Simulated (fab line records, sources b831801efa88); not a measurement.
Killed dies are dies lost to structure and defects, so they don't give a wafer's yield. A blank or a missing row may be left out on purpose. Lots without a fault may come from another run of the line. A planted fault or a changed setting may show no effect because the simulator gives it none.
Which tool did it? | flow gf180mcu | 14 lots, 42 wafers sampled, at 3 steps of a route of 602

WHAT THE GAUGES READ, wafer by wafer
GF_STI_THK_MEAS_24. Usual: STI_CVD_23_THK 653 nm, standard deviation 7.4.
lot  | measured    | on            | STI_CVD_23_THK (nm) | flag
L506 | day 2 03:47 | film_metro-04 | 654 654 656         |
L509 | day 2 18:35 | film_metro-01 | 648 649 656         |
L510 | day 3 01:27 | film_metro-04 | 643 663 661         |
L513 | day 3 15:03 | film_metro-04 | 662 658 667         |
L514 | day 3 22:16 | film_metro-04 | 650 648 655         |
L515 | day 4 02:39 | film_metro-01 | 653 649 657         |
L516 | day 4 08:33 | film_metro-04 | 644 638 661         |
L518 | day 4 16:56 | film_metro-01 | 644 650 637         |
L519 | day 4 23:11 | film_metro-01 | 650 661 654         |
L520 | day 5 06:47 | film_metro-04 | 664 660 661         |
L521 | day 5 08:07 | film_metro-02 | 664 664 653         |
L522 | day 5 13:31 | film_metro-02 | 644 652 646         |
L523 | day 5 20:52 | film_metro-02 | 639 659 640         |
L524 | day 6 00:36 | film_metro-01 | 651 652 643         |

GF_STI_THK_MEAS_30. Usual: STI_OXIDATION_02_THK 10.01 nm, standard deviation 0.18.
lot  | measured    | on            | STI_OXIDATION_02_THK (nm) | flag
L506 | day 2 07:14 | film_metro-04 | 9.79 9.76 9.84            |
L509 | day 2 20:57 | film_metro-01 | 10.36 10.37 10.23         |
L510 | day 3 04:20 | film_metro-01 | 9.90 10.09 10.08          |
L513 | day 3 17:56 | film_metro-02 | 9.98 9.90 9.62            |
L514 | day 4 00:40 | film_metro-01 | 10.07 10.08 10.03         |
L515 | day 4 06:05 | film_metro-01 | 9.97 10.03 10.03          |
L516 | day 4 11:16 | film_metro-02 | 9.71 9.89 10.03           |
L518 | day 4 19:20 | film_metro-02 | 10.42 10.45 10.30         |
L519 | day 5 01:55 | film_metro-02 | 10.06 10.11 10.21         |
L520 | day 5 09:23 | film_metro-01 | 9.99 10.20 9.98           |
L521 | day 5 10:46 | film_metro-01 | 10.18 10.12 10.28         |
L522 | day 5 17:41 | film_metro-04 | 9.89 10.09 10.04          |
L523 | day 6 01:05 | film_metro-01 | 10.02 10.01 10.14         |
L524 | day 6 03:25 | film_metro-02 | 10.24 10.01 10.03         |

GF_MVSD_OVL_MEAS_07. Usual: MVSD_OVL -0.1 nm, standard deviation 1.4.
lot  | measured    | on         | MVSD_OVL (nm)  | flag
L506 | day 4 11:09 | overlay-01 | -1.9 -2.1 -3.5 |
L509 | day 5 01:41 | overlay-02 | 0.9 2.2 2.8    |
L510 | day 5 10:54 | overlay-01 | -0.7 0.7 -0.4  |
L513 | day 6 02:06 | overlay-02 | -2.0 -0.7 -2.0 |
L514 | day 6 11:21 | overlay-01 | -1.7 -1.4 -1.7 |
L515 | day 6 16:41 | overlay-01 | -1.7 -2.6 -0.3 |
L516 | day 6 21:06 | overlay-01 | -0.8 -0.3 -0.7 |
L518 | day 7 07:41 | overlay-02 | 0.4 1.0 1.5    |
L519 | day 7 14:22 | overlay-01 | 0.5 -0.5 0.3   |
L520 | day 7 23:15 | overlay-02 | 0.9 0.6 1.1    |
L521 | day 8 01:20 | overlay-01 | 0.6 0.2 0.8    |
L522 | day 8 07:31 | overlay-02 | 0.3 -0.4 -0.1  |
L523 | day 8 17:50 | overlay-01 | 0.7 -1.6 0.6   |
L524 | day 8 18:12 | overlay-02 | -1.9 -2.4 -0.3 |

WHICH TOOL RAN EACH LOT (tool, then ch and the chambers of the sampled wafers, then the start)
The record holds no process step before these readings.

WHAT THE TOOLS THEMSELVES READ (means of the sampled wafers that have a number; where no wafer has one, the mark that the record gives instead)
The record holds no such reading with a usual standard deviation.

THE ANSWER, worked out from the rows above alone
Rule: a lot is off if the mean of its wafers that have a number lies more than 3 standard deviations from the usual mean. A lot without any number at a reading at which 4 lots or more have one is off too. The other lots that the step has rows for count as sound. The gauges are gone through in route order, then the tools' own readings, and for those a lot's mean is taken as printed above. The first step at which some lot is off is used, and at that step the reading that is off furthest; a lot without a number counts as furthest.
No lot is off at any reading shown: from this, nothing can be told.

WHAT THE SIMULATOR HAD PUT IN
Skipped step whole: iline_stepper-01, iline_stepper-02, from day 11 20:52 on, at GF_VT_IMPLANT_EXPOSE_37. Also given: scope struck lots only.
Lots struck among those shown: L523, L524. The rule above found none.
